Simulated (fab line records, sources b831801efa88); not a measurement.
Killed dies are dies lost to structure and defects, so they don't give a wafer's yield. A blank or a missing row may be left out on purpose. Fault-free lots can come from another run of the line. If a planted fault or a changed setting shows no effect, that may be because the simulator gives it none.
Chamber matching || flow sky130 || cmp-01 running SKY_VIA3_CMP_02: 4 sister chambers
The step polishes SiO2. 8 wafers are shown with their chamber, then 7 later ones without.

EACH WAFER AND ITS CHAMBER
{"wafer": "L707.6", "chamber": 2, "motorCurrentA (A)": 13.3}
{"wafer": "L708.1", "chamber": 1, "motorCurrentA (A)": 11.8}
{"wafer": "L708.5", "chamber": 0, "motorCurrentA (A)": 13.9}
{"wafer": "L709.1", "chamber": 3, "motorCurrentA (A)": 12.7}
{"wafer": "L709.4", "chamber": 2, "motorCurrentA (A)": 13.6}
{"wafer": "L709.6", "chamber": 0, "motorCurrentA (A)": 13.8}
{"wafer": "L710.1", "chamber": 3, "motorCurrentA (A)": 12.1}
{"wafer": "L710.3", "chamber": 1, "motorCurrentA (A)": 11.5}

WAFERS WHOSE CHAMBER IS MISSING
{"wafer": "L710.5", "motorCurrentA (A)": 11.5}
{"wafer": "L718.2", "motorCurrentA (A)": 11.8}
{"wafer": "L718.3", "motorCurrentA (A)": 13.7}
{"wafer": "L718.4", "motorCurrentA (A)": 13.5}
{"wafer": "L719.2", "motorCurrentA (A)": 11.2}
{"wafer": "L719.5", "motorCurrentA (A)": 11.4}
{"wafer": "L719.6", "motorCurrentA (A)": 13.4}

EACH ONE'S CHAMBER
{"wafer": "L710.5", "from the rows above": 1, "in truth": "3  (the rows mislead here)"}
{"wafer": "L718.2", "from the rows above": "can't be placed: 1 or 3", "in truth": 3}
{"wafer": "L718.3", "from the rows above": "can't be placed: 0 or 2", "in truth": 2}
{"wafer": "L718.4", "from the rows above": "can't be placed: 2 or 0", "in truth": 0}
{"wafer": "L719.2", "from the rows above": 1, "in truth": 1}
{"wafer": "L719.5", "from the rows above": 1, "in truth": 1}
{"wafer": "L719.6", "from the rows above": "can't be placed: 2 or 0", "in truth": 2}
Correctly placed: 2 of 7. Unplaceable from these rows: 4, with the true chamber sitting among the candidates in 4. 1 placed wrongly.
How it was worked out, from the rows above alone: a wafer's distance from a chamber is the root of the sum, over the readings, of the square of ((its reading less the chamber's mean) divided by the reading's scatter). If the next closest chamber is less than 2 further off than the closest, the wafer can't be placed; otherwise it belongs to the closest. Each chamber's mean is taken over the wafers shown for it. The scatter: take each reading less its chamber's mean, square it, sum over the shown wafers, divide by the number of wafers less the number of chambers, and take the root.
